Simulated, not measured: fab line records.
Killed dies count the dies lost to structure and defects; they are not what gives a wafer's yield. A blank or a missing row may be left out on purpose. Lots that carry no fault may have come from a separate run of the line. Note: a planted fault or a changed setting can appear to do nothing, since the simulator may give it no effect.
Problem report, 8D (eight disciplines) form, completed by code | flow sky130 | the parts of the form that need people (team, actions taken, sign-off) are left out

## 1. THE ISSUE
Mean of spin-speed-rpm at SKY_CONTACT_COAT_08: 2523.4 rpm across 9 wafers in 3 lots; on wafers with no fault it is 2999.7 rpm (standard deviation 2.2). That is -99 or more standard deviations from the usual mean.
The step: resist thk 60 nm.
First observed at day 36 15:51: wafer L332.1, on litho-track-04. Wafers with a number at this step in the record: 36, from 12 lots. Rule for "out", or "out of limits": more than 4 standard deviations from the usual mean. Any other wafer with a number is counted as sound.

## 2. WHAT IT IS; WHAT IT IS NOT
question                    | is                     | is not
which readings at this step | spin-speed-rpm         | -
which lots                  | L332, L334, L335       | L314, L316, L317, L318, L323, L327, L329, L336, L337
which wafers of those lots  | all that have a number | -
read on which tools         | litho-track-04         | litho-track-01, litho-track-02
when                        | from day 36 15:51      | up to then (21 sound wafers); but 6 sound wafers of L336, L337 came after

## 3. THE SUSPECTS, EACH WITH WHAT RULES IT OUT
Counting: a tool at a process step up to the reading stays a suspect if it ran every lot that is out and no sound lot after the first of them.
- litho-track-04 at SKY_CONTACT_COAT_08 (resist thk 60 nm): kept. All lots that are out passed through it, beginning with L332 at day 36 15:51, and no sound lot followed; its final sound lot before that point was L329 at day 35 16:12. Out on those wafers are its own readings of spin-speed-rpm.
The count leaves litho-track-04 at SKY_CONTACT_COAT_08.

## 4. THE CAUSE (what the simulator had put in)
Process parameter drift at SKY_CONTACT_COAT_08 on litho-track-04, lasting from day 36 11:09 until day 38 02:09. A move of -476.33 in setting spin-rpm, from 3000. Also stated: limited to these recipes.
After counting, this tool was the only one left.

## 5. THE CHAIN OF EFFECTS, in route order
Each row: a reading where the mean over the struck wafers with a number is more than 3 standard deviations away from the usual. Scope: only readings with a usual standard deviation given in the record; hours: median across lots of the time from each lot's start at the first step in this table that gives one to its start at this step; sigmas: change in usual standard deviations.
hours | step                | reading        | usual      | on struck wafers | change | sigmas
0     | SKY_CONTACT_COAT_08 | spin-speed-rpm | 2999.7 rpm | 2523.4           | -476.3 | -99 or more
13    | SKY_CONTACT_ETCH_16 | oes-product-au | 0.854 a.u. | 0.901            | +0.047 | +9.3
The process steps in it:
- SKY_CONTACT_COAT_08: resist thk 60 nm.
- SKY_CONTACT_ETCH_16: etches BARC in N2/H2, stops on SiO2, time 45.9 s, target depth 60 nm.

## 6. WHAT WOULD HAVE CAUGHT IT SOONER
In this record the first reading out of limits was taken at day 36 15:51, 5 hours after the fault began at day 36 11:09.
